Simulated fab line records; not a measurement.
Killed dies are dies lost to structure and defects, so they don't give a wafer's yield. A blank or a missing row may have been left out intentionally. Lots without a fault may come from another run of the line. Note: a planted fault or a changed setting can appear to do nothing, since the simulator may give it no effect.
One fault through the eyes of 2 desks -- flow gf180mcu -- only its own numbers are on each desk; what lay behind them is given at the end

== THE METROLOGY DESK ==
What the gauges read for every lot (on any tool): the sampled wafers with a number, averaged. Any lot whose mean is over 4 standard deviations away from the usual mean is out of limits and marked OUT; that distance is given in the brackets.
Columns: A = HV_LDD_CVD_56_THK at GF_HV_LDD_THK_MEAS_57, usual 89.8 nm
lot,first seen here,A
L993,day 12 17:22,89.0
L994,day 13 02:46,89.7
L996,day 13 19:07,89.5
L997,day 14 06:16,89.6
L100,day 14 21:10,45.8 (-54) OUT
L109,day 17 22:49,89.6
L110,day 18 10:14,91.8
L112,day 18 18:06,90.4
L113,day 19 09:22,89.1
L114,day 19 10:31,89.6
L116,day 20 04:42,89.8
This desk reports L100 out of limits; the earliest was L100 at day 14 21:10 (HV_LDD_CVD_56_THK at GF_HV_LDD_THK_MEAS_57). Within limits: L993, L994, L996, L997, L109, L110, L112, L113, L114, L116.

== TOOL OWNER'S DESK, lpcvd-02 ==
The tool's own readings at GF_HV_LDD_CVD_56 (deposits Si3N4 from DCS/NH3, target thk 90 nm, time 1543 s): means of the sampled wafers that have a number, for each lot that ran on this tool. Any lot whose mean is over 4 standard deviations away from the usual mean is out of limits and marked OUT; that distance is given in the brackets.
Columns: A = zone power bottom pct at GF_HV_LDD_CVD_56, usual 19.9 %; B = zone power centre pct at GF_HV_LDD_CVD_56, usual 12.8 %
lot,first seen here,A,B
L993,day 12 15:56,19.9,11.3
L100,day 14 19:44,20.3,11.4
L109,day 17 21:23,20.1,11.3
L112,day 18 16:40,18.1,12.1
L114,day 19 09:05,18.1,12.1
This desk found nothing out of limits on any of the 5 lots.

== BROUGHT TOGETHER ==
An alarm was possible from the metrology desk at day 14 21:10, on L100.
The desk of the tool owner found nothing out of limits.
On record at the tool owner's desk: L100, within its limits.
GF_HV_LDD_CVD_56 was run on lpcvd-02 by each of the lots named.

== WHAT THE SIMULATOR PUT IN ==
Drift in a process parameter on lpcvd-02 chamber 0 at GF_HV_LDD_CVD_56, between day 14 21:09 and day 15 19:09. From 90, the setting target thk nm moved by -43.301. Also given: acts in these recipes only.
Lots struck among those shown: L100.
Hours from the fault's start to each desk's first reading out of limits: the metrology desk, 0.
